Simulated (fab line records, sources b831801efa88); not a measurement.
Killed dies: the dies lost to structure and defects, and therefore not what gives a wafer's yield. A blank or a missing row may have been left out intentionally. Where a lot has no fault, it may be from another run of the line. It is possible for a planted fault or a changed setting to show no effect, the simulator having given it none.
One fault seen from 2 desks ; flow sky130 ; every desk sees just its own numbers, and what lay behind them comes last

## FROM THE METROLOGY DESK
What the gauges read, lot by lot, whatever tool the lot ran on: means of the sampled wafers that have a number. A lot is out of limits, marked OUT, if its mean lies more than 4 standard deviations from the usual mean; the brackets give that distance.
Columns: A = cd_nm at SKY_FIELD_ISO_CD_MEAS_13, usual 150.2 nm; B = NWELL_00_OVL at SKY_NWELL_OVL_MEAS_10, usual 0.4 nm; C = VT_ADJUST_LVTN_01_OVL at SKY_VT_ADJUST_LVTN_OVL_MEAS_18, usual 0.4 nm; D = LDD_HVP_TW at SKY_LDD_HVP_TW_MEAS_10, usual 456
lot;first seen here;A;B;C;D
L819;day 2 20:20;151.9;-1.4;1.3;459
L818;day 2 20:31;148.4;1.8;-0.5;452
L817;day 2 20:40;150.3;2.2;0.3;459
L821;day 3 05:59;153.3;1.1;-0.2;451
L822;day 3 11:52;150.1;-1.4;0.2;458
L823;day 3 11:55;148.1;1.3;-1.9;434 (-5.8) OUT
L824;day 3 21:13;151.5;1.2;-1.2;440 (-4.3) OUT
L825;day 4 02:43;149.6;2.1;-1.0;453
L833;day 5 21:07;151.0;-2.1;0.7;460
L835;day 6 04:10;150.4;2.1;1.0;453
L836;day 6 10:01;149.5;-0.0;2.6;454
L837;day 6 15:38;147.5;3.0;0.9;457
L838;day 6 22:04;151.9;1.4;1.8;458
This desk's result: L823, L824 out of limits, first on L823 (LDD_HVP_TW at SKY_LDD_HVP_TW_MEAS_10), day 24 22:49. L819, L818, L817, L821, L822, L825, L833, L835, L836, L837, L838 stayed within limits.

## FOR THE TOOL OWNER'S DESK: implanter-01
For each lot that ran on this tool, the mean over its sampled wafers that have a number, from the tool's own readings at SKY_LDD_HVP_IMPLANT_08. A lot is out of limits, marked OUT, if its mean lies more than 4 standard deviations from the usual mean; the brackets give that distance.
Columns: A = dose_ions_cm2 at SKY_LDD_HVP_IMPLANT_08, usual 1.7e+13; B = faraday_current_uA at SKY_LDD_HVP_IMPLANT_08, usual 95.9
lot;first seen here;A;B
L819;day 22 20:59;1.7e+13;96.9
L823;day 24 22:34;1.5e+13 (-99 or more) OUT;83.9 (-7.1) OUT
L824;day 25 01:03;1.5e+13 (-99 or more) OUT;82.5 (-7.9) OUT
L833;day 27 13:21;1.7e+13;96.7
L836;day 28 15:39;1.7e+13;95.7
Finding of this desk: L823, L824 out of limits; the first was L823 at day 24 22:34, on dose_ions_cm2 at SKY_LDD_HVP_IMPLANT_08. L819, L833, L836 stayed within limits.

## ALL TOGETHER
At day 24 22:34, on L823, L824, the tool owner's desk was in a position to raise an alarm.
An alarm was possible from the metrology desk at day 24 22:49, on L823, L824.
Of the lots named, all ran SKY_LDD_HVP_IMPLANT_08 on implanter-01.

## WHAT THE SIMULATOR HAD INSERTED
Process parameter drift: implanter-01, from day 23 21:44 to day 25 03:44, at SKY_LDD_HVP_IMPLANT_08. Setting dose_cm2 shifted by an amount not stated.
Struck lots among those shown: L823, L824.
Counting hours from when the fault started, the first reading out of limits came at 25 for the tool owner's desk and at 25 for the metrology desk.
